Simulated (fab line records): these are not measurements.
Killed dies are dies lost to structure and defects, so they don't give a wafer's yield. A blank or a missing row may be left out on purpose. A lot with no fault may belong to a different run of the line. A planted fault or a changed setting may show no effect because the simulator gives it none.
Matching of chambers | flow sky130 | SKY_VIA2_CMP_24 on cmp-02: 4 sister chambers
The step polishes, stops on SiO2, t overpolish 20 s, target thk 0 nm. 18 wafers are shown with their chamber, then 9 later ones without.

WAFERS, EACH WITH ITS CHAMBER
wafer  | chamber | motor_current_A (A) | head_pressure_psi (psi) | time_to_endpoint_s (s)
L074.2 | 3       | 10.3                | 3.496                   | 96
L074.3 | 0       | 11.7                | 3.500                   | 93
L074.6 | 3       | 10.6                | 3.508                   | 95
L076.1 | 0       | 11.4                | 3.504                   | 99
L076.2 | 1       | 10.9                | 3.511                   | 96
L076.5 | 3       | 10.5                | 3.508                   | 102
L077.3 | 2       | 9.3                 | 3.488                   | 99
L077.4 | 3       | 10.4                | 3.502                   | 101
L077.5 | 3       | 10.3                | 3.504                   | 97
L080.1 | 3       | 10.7                | 3.514                   | 98
L080.4 | 2       | 9.5                 | 3.493                   | 96
L080.6 | 2       | 9.3                 | 3.496                   | 99
L084.3 | 2       | 9.3                 | 3.513                   | 103
L084.4 | 3       | 10.5                | 3.510                   | 101
L084.6 | 2       | 9.8                 | 3.505                   | 103
L091.1 | 3       | 10.7                | 3.503                   | 101
L091.3 | 1       | 10.9                | 3.511                   | 97
L091.5 | 3       | 10.4                | 3.503                   | 95

SIGNATURES, as means of the wafers listed above
reading            | chamber 0 | chamber 1 | chamber 2 | chamber 3 | scatter within a chamber
motor_current_A    | 11.550    | 10.900    | 9.440     | 10.489    | 0.174
head_pressure_psi  | 3.50200   | 3.51100   | 3.49900   | 3.50533   | 0.0067
time_to_endpoint_s | 96.00     | 96.50     | 100.00    | 98.44     | 2.91
Rule: a wafer lies at a distance from a chamber equal to the root of the sum of squares, over the readings, of (its reading less the chamber's mean, divided by the reading's scatter). If the next closest chamber is less than 2 further off than the closest, the wafer can't be placed; otherwise it belongs to the closest. The scatter: take each reading less its chamber's mean, square it, sum over the shown wafers, divide by the number of wafers less the number of chambers, and take the root.

WAFERS MISSING THEIR CHAMBER
wafer  | motor_current_A (A) | head_pressure_psi (psi) | time_to_endpoint_s (s)
L093.1 | 11.2                | 3.504                   | 94
L093.2 | 10.9                | 3.492                   | 104
L093.3 | 10.4                | 3.508                   | 98
L094.2 | 11.2                | 3.500                   | 101
L094.4 | 9.6                 | 3.505                   | 100
L094.5 | 9.6                 | 3.506                   | 96
L097.1 | 10.3                | 3.503                   | 102
L097.3 | 11.6                | 3.492                   | 98
L097.4 | 10.0                | 3.506                   | 105

CHAMBER TAKEN BY EACH
wafer  | from the rows above          | in truth
L093.1 | can't be placed: 0 or 1      | 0
L093.2 | can't be placed: 3 or 1 or 0 | 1
L093.3 | 3                            | 3
L094.2 | can't be placed: 0 or 1 or 3 | 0
L094.4 | 2                            | 2
L094.5 | 2                            | 2
L097.1 | 3                            | 3
L097.3 | 0                            | 0
L097.4 | can't be placed: 3 or 2      | 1
Correct placement for 5 of the 9. Can't be placed from these rows: 4 (the true chamber is among the candidates in 3). Number placed wrongly: 0.
